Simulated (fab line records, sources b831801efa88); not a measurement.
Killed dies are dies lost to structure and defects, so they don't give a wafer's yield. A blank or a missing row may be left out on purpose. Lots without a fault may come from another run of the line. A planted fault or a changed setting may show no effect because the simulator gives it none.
Which tool did it? | flow sky130 | 7 lots, 21 wafers sampled, at 1 step of a route of 708

WHAT THE GAUGES READ, wafer by wafer
SKY_FIELD_ISO_CD_MEAS_13: target cd 150 nm.
lot  | measured    | on        | cd_nm (nm)
L182 | day 2 09:44 | cd_sem-02 | 151.6 151.5 151.8
L184 | day 2 20:23 | cd_sem-02 | 152.0 153.1 151.8
L186 | day 3 07:11 | cd_sem-02 | 149.2 149.8 149.8
L190 | day 4 04:37 | cd_sem-01 | 149.3 150.8 150.1
L193 | day 4 19:34 | cd_sem-02 | 153.4 150.5 151.7
L199 | day 6 05:06 | cd_sem-02 | 149.1 148.9 149.5
L204 | day 7 04:17 | cd_sem-02 | 150.0 149.9 149.1

WHICH TOOL RAN EACH LOT (tool, then ch and the chambers of the sampled wafers, then the start)
The record holds no process step before these readings.

THE ANSWER, worked out from the rows above alone
Rule: what is usual is taken from the lots themselves. Put in order of their means at a reading, lots are off if they are a third of the lots or fewer, leave a main group of 4 or more, and stand apart from it by a gap of 3 or more times the standard deviation of the main group's means; of several such gaps the widest counts. A main group whose means are all the same, to the digits that the tables above print for the reading, isn't used. A lot without any number at a reading at which 4 lots or more have one is off too. The other lots that the step has rows for count as sound.
No lot is off at any reading shown: from this, nothing can be told.

WHAT THE SIMULATOR HAD PUT IN
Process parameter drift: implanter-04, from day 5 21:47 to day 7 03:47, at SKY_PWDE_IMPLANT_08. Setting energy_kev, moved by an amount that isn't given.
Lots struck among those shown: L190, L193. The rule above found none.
